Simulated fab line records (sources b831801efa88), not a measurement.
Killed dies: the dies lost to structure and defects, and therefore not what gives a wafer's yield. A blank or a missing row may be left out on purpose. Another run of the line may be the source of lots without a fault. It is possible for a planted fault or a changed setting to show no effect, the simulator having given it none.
fab line records    flow sky130
record: lots: 14  wafers: 40  lastDay: 50
route steps=708 shown SONOS_TUNNEL@161 SONOS_ONO@173 POLY_GATE@229
lots that met no fault: taken from a fault-free run of the same line
startH: hours from the record's first day to the start of the lot's first wafer shown    waitH: how many hours have passed since the lot's step before this one    " same as the row above    L1.1+2: one row covering several wafers at once    - no value present, or no start provided    * or withheld: withheld    < > ~ a bound
route shown NAME@n: NAME is a module with steps in the file, n the number in the route of the first one    usual: the fault-free wafers' mean and standard deviation    same: alike in all rows    chamber/n: place in a boat    sites: the reading at each site    _std_site: their standard deviation    _edge_site: inner sites' mean taken away from outer sites' mean    radiusMm: how far each site lies from the wafer's centre    mask NAME#n: copy n    behind: the most recent tool/chamber to have shaped the wafer    hold: the reason the lot was held/the length of the hold in hours/how it ended    device: transistor that didn't switch, given as n, p or np    end of line: at the end of the route, the tests of the same wafers    where a step has no rows: the recipe by itself    killed: count of dies lost to structure and defects at first sort (not the wafer's yield)    map: per-die view of a wafer (x killed, . not killed, _ where there is no die)
set.NAME: the run value of the setting; set.NAME@STEP: its run value at that earlier step    model.NAME: the simulator's own value behind a step, which no gauge read
one table for each step of the route and one row for each wafer, over a sample of lots
services: from which hour (startH, from the record's first day; less than 0 if before it) a tool's chamber was out of use, for how many hours, and why
== steps ==
step: SKY_SONOS_TUNNEL_CD_MEAS_07
recipe: targetCdNm: 410
usual: cdNm: 410.4/2.3
lot.wafer  tool      chamber  startH  waitH  cdNm
L544.1     cdSem-02  -        250.06  0.1    408.9
L544.4     "         -        "       "      409.0
L544.6     "         -        "       "      411.5
L545.4     cdSem-01  -        257.97  0.1    414.1
L545.5     "         -        "       "      412.6
L545.6     "         -        "       "      413.4
L546.1     cdSem-01  -        263.55  0.1    410.3
L546.3     "         -        "       "      412.7
L546.6     "         -        "       "      410.2
L547.1     cdSem-02  -        269.20  0.1    408.8
L547.3     "         -        "       "      409.2
L547.5     "         -        "       "      411.4
L548.2     cdSem-02  -        280.58  0.1    405.1
L548.3     "         -        "       "      407.7
L548.4     "         -        "       "      404.5
L549.2     cdSem-01  -        286.43  0.1    410.5
L549.3     "         -        "       "      407.7
L549.6     "         -        "       "      409.1
L550.1     cdSem-02  -        298.20  0.1    405.4
L550.2     "         -        "       "      407.6
L550.5     "         -        "       "      407.8
L551.3     cdSem-02  -        303.30  0.1    412.2
L551.4     "         -        "       "      414.1
L551.5     "         -        "       "      411.7
L552.1     cdSem-01  -        309.06  0.1    412.2
L552.3     "         -        "       "      411.3
L552.4     "         -        "       "      411.7
L553.2     cdSem-01  -        319.63  0.1    409.9
L553.4     "         -        "       "      411.9
L553.6     "         -        "       "      412.1
L555.2     cdSem-01  -        335.48  0.1    413.3
L555.4     "         -        "       "      412.2
L555.5     "         -        "       "      409.0
L560.4     cdSem-02  -        376.11  0.1    413.3
L560.5     "         -        "       "      411.7
L562.4     cdSem-02  -        392.52  0.1    407.0
L562.6     "         -        "       "      408.1
L566.1     cdSem-01  -        424.96  0.1    414.3
L566.2     "         -        "       "      415.2
L566.4     "         -        "       "      412.4
step: SKY_SONOS_ONO_THK_MEAS_05
recipe: reads: SiO2_of_SONOS_ONO_CVD_04
usual: SONOS_ONO_CVD_04_THK: 5.72/0.097
lot.wafer  tool          chamber  startH  waitH  SONOS_ONO_CVD_04_THK[nm]
L544.1     filmMetro-04  -        257.82  0.0    5.65
L544.4     "             -        "       "      5.61
L544.6     "             -        "       "      5.60
L545.4     filmMetro-04  -        262.36  0.0    5.66
L545.5     "             -        "       "      5.70
L545.6     "             -        "       "      5.75
L546.1     filmMetro-04  -        269.82  0.0    5.70
L546.3     "             -        "       "      5.63
L546.6     "             -        "       "      5.74
L547.1     filmMetro-01  -        274.66  0.0    5.73
L547.3     "             -        "       "      5.68
L547.5     "             -        "       "      5.75
L548.2     filmMetro-01  -        288.48  0.0    5.67
L548.3     "             -        "       "      5.74
L548.4     "             -        "       "      5.76
L549.2     filmMetro-04  -        298.82  0.0    5.70
L549.3     "             -        "       "      5.76
L549.6     "             -        "       "      5.67
L550.1     filmMetro-03  -        304.16  0.0    5.59
L550.2     "             -        "       "      5.62
L550.5     "             -        "       "      5.54
L551.3     filmMetro-03  -        312.53  0.0    5.47
L551.4     "             -        "       "      5.48
L551.5     "             -        "       "      5.61
L552.1     filmMetro-03  -        315.34  0.0    5.76
L552.3     "             -        "       "      5.72
L552.4     "             -        "       "      5.78
L553.2     filmMetro-03  -        327.42  0.0    5.71
L553.4     "             -        "       "      5.70
L553.6     "             -        "       "      5.79
L555.2     filmMetro-01  -        341.14  0.0    5.80
L555.4     "             -        "       "      5.79
L555.5     "             -        "       "      5.80
L560.4     filmMetro-04  -        381.83  0.0    6.00
L560.5     "             -        "       "      5.86
L562.4     filmMetro-03  -        401.64  0.0    5.60
L562.6     "             -        "       "      5.58
L566.1     filmMetro-03  -        430.84  0.0    5.80
L566.2     "             -        "       "      5.77
L566.4     "             -        "       "      5.74
step: SKY_SONOS_ONO_STRIP_17
recipe: chemistry: O2/N2  powerW: 1400  pressureMtorr: 1500  platenTempC: withheld  o2FlowSccm: 3000  n2FlowSccm: 300  overashFraction: 0.5
usual: drypumpMotorCurrentA: 6.14/0.2  o2FlowSccm: 3000/8.1  oesProductAu: 0.711/0.0045  stripTimeToEndpointS: 14.10/0.043
lot.wafer  tool            chamber  startH  waitH  drypumpMotorCurrentA  o2FlowSccm  oesProductAu  rfHoursCounterH  stripTimeToEndpointS
L544.1     plasmaAsher-03  1        282.36  0.0    6.18                  2993        0.711         58               14.04
L544.4     "               1        "       "      6.16                  2991        0.703         -                14.04
L544.6     "               1        "       "      6.17                  2998        0.716         -                14.04
L545.4     plasmaAsher-04  0        286.49  0.0    6.32                  3001        0.711         -                14.06
L545.5     "               1        "       "      6.21                  2983        0.707         -                14.12
L545.6     "               0        "       "      6.34                  2996        0.708         -                14.13
L546.1     plasmaAsher-04  1        294.91  0.0    6.23                  2992        0.714         17               14.10
L546.3     "               1        "       "      6.22                  3003        0.713         -                14.06
L546.6     "               1        "       "      6.23                  2989        0.711         -                14.09
L547.1     plasmaAsher-03  0        299.37  0.0    5.94                  3005        0.712         60               14.16
L547.3     "               1        "       "      6.15                  2999        0.706         -                14.18
L547.5     "               1        "       "      6.14                  3014        0.704         -                14.15
L548.2     plasmaAsher-01  0        313.18  0.0    5.82                  2999        0.706         51               14.10
L548.3     "               1        "       "      6.37                  3008        0.717         -                14.13
L548.4     "               0        "       "      5.86                  3006        0.707         -                14.14
L549.2     plasmaAsher-03  1        324.61  0.0    6.17                  2993        0.706         63               14.10
L549.3     "               0        "       "      5.97                  2999        0.717         -                14.12
L549.6     "               1        "       "      6.18                  2989        0.705         -                14.13
L550.1     plasmaAsher-01  0        330.87  0.0    5.86                  3000        0.713         53               14.05
L550.2     "               1        "       "      6.37                  2985        0.702         53               14.05
L550.5     "               1        "       "      6.39                  3005        0.711         -                14.06
L551.3     plasmaAsher-01  1        338.49  0.0    6.38                  3000        0.707         -                14.17
L551.4     "               0        "       "      5.83                  2991        0.716         -                14.12
L551.5     "               1        "       "      6.39                  3008        0.707         -                14.15
L552.1     plasmaAsher-03  1        341.61  0.0    6.15                  3005        0.707         64               14.13
L552.3     "               0        "       "      5.97                  2991        0.708         -                14.13
L552.4     "               1        "       "      6.13                  3002        0.712         -                14.12
L553.2     plasmaAsher-01  1        354.66  0.0    6.41                  3008        0.714         55               14.19
L553.4     "               0        "       "      5.82                  3003        0.710         -                14.13
L553.6     "               0        "       "      5.84                  3006        0.714         -                14.19
L555.2     plasmaAsher-03  1        368.61  0.0    6.14                  3002        0.714         67               14.07
L555.4     "               0        "       "      5.96                  2989        0.704         -                14.06
L555.5     "               0        "       "      5.96                  2988        0.709         -                14.10
L560.4     plasmaAsher-03  1        411.22  0.0    6.16                  3006        0.719         -                14.04
L560.5     "               1        "       "      6.15                  3008        0.719         -                14.09
L562.4     plasmaAsher-04  1        431.48  0.0    6.25                  2985        0.714         -                14.11
L562.6     "               0        "       "      6.37                  2996        0.709         -                14.11
L566.1     plasmaAsher-03  0        461.21  0.0    5.96                  3002        0.708         3                14.08
L566.2     "               1        "       "      6.15                  3002        0.716         3                14.03
L566.4     "               0        "       "      5.97                  2993        0.712         -                14.05
step: SKY_POLY_GATE_ETCH_15
recipe: chemistry: N2/H2  target: BARC  ionEnergyEv: 200  sourceW: 500  biasW: 100  pressureMtorr: 30  n2FlowSccm: 100  h2FlowSccm: 200  stopOn: SiO2  timeS: 118.5  targetDepthA: 1100
usual: drypumpMotorCurrentA: 5.6/0.5  oesProductAu: 0.716/0.0043  throttleValvePct: 13.212/0.0091
lot.wafer  tool        chamber  startH  waitH  drypumpMotorCurrentA  oesProductAu  rfHoursCounterH  throttleValvePct
L544.1     rieDiel-03  3        371.36  0.0    5.5                   0.718         11               13.223
L544.4     "           0        "       "      6.1                   0.708         76               13.214
L544.6     "           2        "       "      5.5                   0.716         -                13.223
L545.4     rieDiel-01  1        375.27  0.0    5.9                   0.717         11               13.213
L545.5     "           0        "       "      6.4                   0.718         -                13.215
L545.6     "           1        "       "      5.9                   0.713         -                13.218
L546.1     rieDiel-03  1        384.01  0.0    6.3                   0.711         0                13.226
L546.3     "           2        "       "      5.5                   0.719         84               13.213
L546.6     "           2        "       "      5.5                   0.715         -                13.204
L547.1     rieDiel-03  3        388.52  0.0    5.5                   0.710         11               13.206
L547.3     "           2        "       "      5.4                   0.719         84               13.217
L547.5     "           1        "       "      6.3                   0.713         -                13.216
L548.2     rieDiel-02  3        404.96  0.0    5.2                   0.718         85               13.200
L548.3     "           0        "       "      5.8                   0.725         78               13.225
L548.4     "           2        "       "      5.7                   0.719         92               13.218
L549.2     rieDiel-03  3        416.21  0.0    5.5                   0.718         12               13.211
L549.3     "           2        "       "      5.5                   0.711         85               13.215
L549.6     "           1        "       "      6.4                   0.711         -                13.207
L550.1     rieDiel-02  3        428.31  0.0    5.2                   0.715         85               13.227
L550.2     "           0        "       "      5.8                   0.714         78               13.210
L550.5     "           2        "       "      5.6                   0.714         -                13.206
L551.3     rieDiel-01  2        436.21  0.0    5.6                   0.721         4                13.207
L551.4     "           1        "       "      5.9                   0.711         12               13.209
L551.5     "           1        "       "      5.9                   0.723         -                13.198
L552.1     rieDiel-01  2        439.61  0.0    5.6                   0.720         4                13.207
L552.3     "           1        "       "      5.9                   0.716         13               13.200
L552.4     "           3        "       "      4.9                   0.713         2                13.203
L553.2     rieDiel-01  0        450.80  0.0    6.4                   0.712         8                13.195
L553.4     "           2        "       "      5.6                   0.722         4                13.216
L553.6     "           0        "       "      6.4                   0.715         -                13.204
L555.2     rieDiel-02  0        470.26  0.0    5.8                   0.716         79               13.207
L555.4     "           0        "       "      5.8                   0.717         -                13.220
L555.5     "           2        "       "      5.6                   0.719         -                13.221
L560.4     rieDiel-02  0        511.99  0.1    5.9                   0.722         -                13.225
L560.5     "           1        "       "      4.7                   0.726         -                13.198
L562.4     rieDiel-02  0        530.86  0.1    5.8                   0.719         -                13.201
L562.6     "           2        "       "      5.6                   0.721         -                13.216
L566.1     rieDiel-01  3        558.86  0.0    4.9                   0.704         4                13.200
L566.2     "           1        "       "      5.9                   0.704         15               13.223
L566.4     "           0        "       "      6.4                   0.707         10               13.223
step: SKY_POLY_GATE_STRIP_18
recipe: chemistry: O2/N2  powerW: 1400  pressureMtorr: 1500  platenTempC: withheld  o2FlowSccm: 3000  n2FlowSccm: 300  overashFraction: 0.5
usual: drypumpMotorCurrentA: 6.10/0.28  o2FlowSccm: 3000/9.1  oesProductAu: 0.361/0.0044  stripTimeToEndpointS: 3.16/0.033
lot.wafer  tool            chamber  startH  waitH  drypumpMotorCurrentA  o2FlowSccm  oesProductAu  rfHoursCounterH  stripTimeToEndpointS
L544.1     plasmaAsher-01  0        371.60  0.0    5.81                  3003        0.357         57               3.19
L544.4     "               0        "       "      5.83                  3005        0.366         -                3.18
L544.6     "               1        "       "      6.37                  2978        0.361         -                3.12
L545.4     plasmaAsher-01  0        375.54  0.1    5.82                  2986        0.358         -                3.18
L545.5     "               0        "       "      5.84                  3003        0.368         -                3.15
L545.6     "               1        "       "      6.38                  3010        0.358         -                3.18
L546.1     plasmaAsher-03  0        384.25  0.0    5.96                  3004        0.356         68               3.14
L546.3     "               1        "       "      6.15                  2990        0.354         -                3.14
L546.6     "               1        "       "      6.15                  2996        0.364         -                3.12
L547.1     plasmaAsher-02  1        388.75  0.0    6.48                  3013        0.371         68               3.18
L547.3     "               0        "       "      5.74                  2987        0.358         -                3.11
L547.5     "               1        "       "      6.48                  2999        0.358         -                3.19
L548.2     plasmaAsher-02  0        405.20  0.0    5.79                  2998        0.363         70               3.18
L548.3     "               0        "       "      5.78                  3011        0.351         -                3.16
L548.4     "               1        "       "      6.53                  3001        0.362         -                3.19
L549.2     plasmaAsher-01  1        416.45  0.0    6.39                  3005        0.362         61               3.14
L549.3     "               0        "       "      5.82                  2992        0.354         -                3.08
L549.6     "               1        "       "      6.36                  3002        0.354         -                3.14
L550.1     plasmaAsher-01  0        428.55  0.0    5.81                  2992        0.356         62               3.18
L550.2     "               1        "       "      6.37                  2992        0.359         62               3.16
L550.5     "               0        "       "      5.82                  2997        0.357         -                3.19
L551.3     plasmaAsher-01  0        436.48  0.1    5.86                  3014        0.363         -                3.21
L551.4     "               1        "       "      6.34                  3009        0.359         -                3.21
L551.5     "               0        "       "      5.84                  3025        0.359         -                3.22
L552.1     plasmaAsher-03  1        439.85  0.0    6.17                  3005        0.361         1                3.18
L552.3     "               0        "       "      5.97                  2988        0.363         -                3.22
L552.4     "               1        "       "      6.18                  3003        0.359         -                3.12
L553.2     plasmaAsher-02  1        451.04  0.0    6.53                  3000        0.364         75               3.12
L553.4     "               1        "       "      6.56                  2995        0.360         -                3.14
L553.6     "               0        "       "      5.75                  3015        0.370         -                3.13
L555.2     plasmaAsher-02  0        470.50  0.0    5.76                  2999        0.354         77               3.13
L555.4     "               1        "       "      6.51                  2985        0.359         -                3.14
L555.5     "               1        "       "      6.50                  2989        0.362         -                3.16
L560.4     plasmaAsher-03  0        512.33  0.1    5.94                  3005        0.344         -                2.49
L560.5     "               1        "       "      6.13                  2987        0.336         -                2.55
L562.4     plasmaAsher-03  1        531.08  0.1    6.15                  3009        0.325         -                2.49
L562.6     "               0        "       "      5.98                  3009        0.361         -                3.21
L566.1     plasmaAsher-01  0        559.10  0.0    5.78                  3008        0.351         76               3.12
L566.2     "               1        "       "      6.39                  2994        0.365         76               3.19
L566.4     "               0        "       "      5.83                  2991        0.362         -                3.16
step: SKY_POLY_GATE_CD_MEAS_22
usual: cdNm: 149.4/2
lot.wafer  tool      chamber  startH  waitH  cdNm
L544.1     cdSem-02  -        373.16  0.1    148.1
L544.4     "         -        "       "      146.5
L544.6     "         -        "       "      151.8
L545.4     cdSem-02  -        377.06  0.1    148.1
L545.5     "         -        "       "      146.7
L545.6     "         -        "       "      147.6
L546.1     cdSem-02  -        386.29  0.1    147.1
L546.3     "         -        "       "      150.5
L546.6     "         -        "       "      150.8
L547.1     cdSem-02  -        390.93  0.1    146.1
L547.3     "         -        "       "      146.5
L547.5     "         -        "       "      149.7
L548.2     cdSem-01  -        407.19  0.1    151.1
L548.3     "         -        "       "      150.9
L548.4     "         -        "       "      153.8
L549.2     cdSem-01  -        419.02  0.1    146.4
L549.3     "         -        "       "      146.7
L549.6     "         -        "       "      148.5
L550.1     cdSem-02  -        430.79  0.1    150.2
L550.2     "         -        "       "      149.8
L550.5     "         -        "       "      152.1
L551.3     cdSem-02  -        437.97  0.1    150.7
L551.4     "         -        "       "      152.7
L551.5     "         -        "       "      151.0
L552.1     cdSem-01  -        441.59  0.1    151.6
L552.3     "         -        "       "      152.0
L552.4     "         -        "       "      152.2
L553.2     cdSem-01  -        455.29  0.1    148.9
L553.4     "         -        "       "      150.5
L553.6     "         -        "       "      148.5
L555.2     cdSem-02  -        472.97  0.1    148.8
L555.4     "         -        "       "      147.9
L555.5     "         -        "       "      148.2
L560.4     cdSem-01  -        513.84  0.1    137.0
L560.5     "         -        "       "      135.2
L562.4     cdSem-01  -        532.60  0.1    135.2
L562.6     "         -        "       "      147.1
L566.1     cdSem-02  -        560.57  0.1    147.5
L566.2     "         -        "       "      148.0
L566.4     "         -        "       "      149.3
== services ==
tool            chamber  startH  hours  kind
rieDiel-01      -        266.33  0.6    repair
plasmaAsher-03  -        271.20  0.9    repair
rieDiel-03      -        312.70  1.2    repair
plasmaAsher-03  -        333.44  2.8    pm
rieDiel-03      0        377.73  2.6    repair
rieDiel-02      3        380.76  6.4    repair
rieDiel-03      0        405.81  12.5   repair
rieDiel-01      3        414.32  2.3    repair
plasmaAsher-03  -        421.25  9.0    pm
plasmaAsher-02  -        427.84  1.3    repair
plasmaAsher-03  -        443.47  3.0    repair
rieDiel-03      0        459.39  7.7    repair
rieDiel-03      3        461.70  2.8    repair
rieDiel-02      1        468.76  31.3   repair
plasmaAsher-04  -        477.69  2.8    pm
rieDiel-03      3        483.04  7.7    repair
plasmaAsher-03  -        507.16  1.3    repair
rieDiel-01      2        510.06  13.7   repair
plasmaAsher-01  -        511.22  2.0    repair
plasmaAsher-02  -        530.22  2.8    pm
plasmaAsher-02  -        535.48  1.8    repair
rieDiel-02      -        541.56  2.8    pm
plasmaAsher-04  -        542.33  2.1    repair
rieDiel-03      3        548.84  1.3    repair
== key ==
firstSign: step: SKY_POLY_GATE_STRIP_18  reading: stripTimeToEndpointS  direction: down  sigmas: 20  usual: *  struck: *
effect: step: SKY_POLY_GATE_STRIP_18  reading: oesProductAu  direction: down  sigmas: 5.9  usual: 0.361  struck: 0.335
effect: step: SKY_POLY_GATE_CD_MEAS_22  reading: cdNm  direction: down  sigmas: 6.9  usual: 149.4  struck: 135.8
metAt SKY_POLY_GATE_ETCH_15
struckLots L560,L562
struckWafers L560.4,L560.5,L562.4
laterRowsLeftOut L560.4,L560.5,L562.4
sortLeftOut L560.4,L560.5,L562.4
testerLeftOut L560,L562
notActingAt SKY_SONOS_TUNNEL_CD_MEAS_07,SKY_SONOS_ONO_THK_MEAS_05,SKY_SONOS_ONO_STRIP_17
onsetBetween 470.26 511.99
fault: kind: processParameterDrift  tool: rieDiel-02  chamber: -  onsetH: 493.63  steps: SKY_POLY_GATE_ETCH_15  channel: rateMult  offset: 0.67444  shape: step  endH: 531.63  scope: struckWafersOnly
testerLeftOut: of these lots the tester's yield and bins aren't shown, on N5 and GAA mostly nor the transistor test; their killed dies are dies lost to structure and defects alone, not to doping, threshold or leakage, so they don't give the yield
sortLeftOut: the simulated sort isn't trusted on such a fault, so these wafers' sort isn't shown, and their yield isn't known
laterRowsLeftOut: the simulator's readings of these wafers behind a module that went badly wrong aren't trusted and aren't shown, but for the sort
